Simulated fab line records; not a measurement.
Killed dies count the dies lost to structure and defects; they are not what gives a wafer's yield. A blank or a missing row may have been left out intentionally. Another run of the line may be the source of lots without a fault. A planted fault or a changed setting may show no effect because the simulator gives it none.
One fault through the eyes of 2 desks :: flow sky130 :: each desk has only its own numbers; what lay behind them comes last

## TOOL OWNER'S DESK, iline-stepper-01
The tool's own readings at SKY_VIA4_EXPOSE_08 (exposes mask VIM4, target cd 800 nm): means of the sampled wafers that have a number, for each lot that ran on this tool. Any lot whose mean is over 4 standard deviations away from the usual mean is out of limits and marked OUT; that distance is given in the brackets.
Columns: A = exposure-dose-mJ-cm2 at SKY_VIA4_EXPOSE_08, usual 132.00; B = focus-offset-nm at SKY_VIA4_EXPOSE_08, usual 0.0 nm
lot: L576
first seen here: day 43 08:53
A: 132.08
B: -0.1

lot: L578
first seen here: day 43 19:37
A: 131.87
B: 0.2

lot: L590
first seen here: day 46 12:52
A: 131.82
B: 0.1

lot: L592
first seen here: day 46 22:28
A: 132.06
B: 0.0

lot: L593
first seen here: day 47 03:44
A: 132.02
B: -0.1

lot: L597
first seen here: day 48 06:30
A: 131.99
B: -0.3
This desk's verdict: no lot among the 6 shows anything out of limits.

## FROM THE METROLOGY DESK
Lot by lot, what the gauges showed, no matter which tool ran the lot: averages of those sampled wafers that carry a number. Any lot whose mean is over 4 standard deviations away from the usual mean is out of limits and marked OUT; that distance is given in the brackets.
Columns: A = VIA4_HDPCVD_THK at SKY_VIA4_THK_MEAS_01, usual 1744 nm
lot: L576
first seen here: day 42 21:13
A: 1761

lot: L578
first seen here: day 43 07:01
A: 1732

lot: L577
first seen here: day 43 08:35
A: 1738

lot: L580
first seen here: day 43 14:43
A: 1733

lot: L586
first seen here: day 45 01:44
A: 1754

lot: L587
first seen here: day 45 05:17
A: 1752

lot: L590
first seen here: day 46 01:57
A: 1742

lot: L592
first seen here: day 46 11:34
A: 1722

lot: L593
first seen here: day 46 17:45
A: 1733

lot: L594
first seen here: day 47 01:58
A: 1754

lot: L595
first seen here: day 47 04:37
A: 1727

lot: L597
first seen here: day 47 20:53
A: 1752

lot: L596
first seen here: day 47 23:34
A: 1776

lot: L598
first seen here: day 48 00:16
A: 1729
This desk's verdict: no lot among the 14 shows anything out of limits.

## PUT TOGETHER
Nothing out of limits was seen by the tool owner's desk.
Metrology desk: nothing out of limits seen.

## WHAT THE SIMULATOR PUT IN
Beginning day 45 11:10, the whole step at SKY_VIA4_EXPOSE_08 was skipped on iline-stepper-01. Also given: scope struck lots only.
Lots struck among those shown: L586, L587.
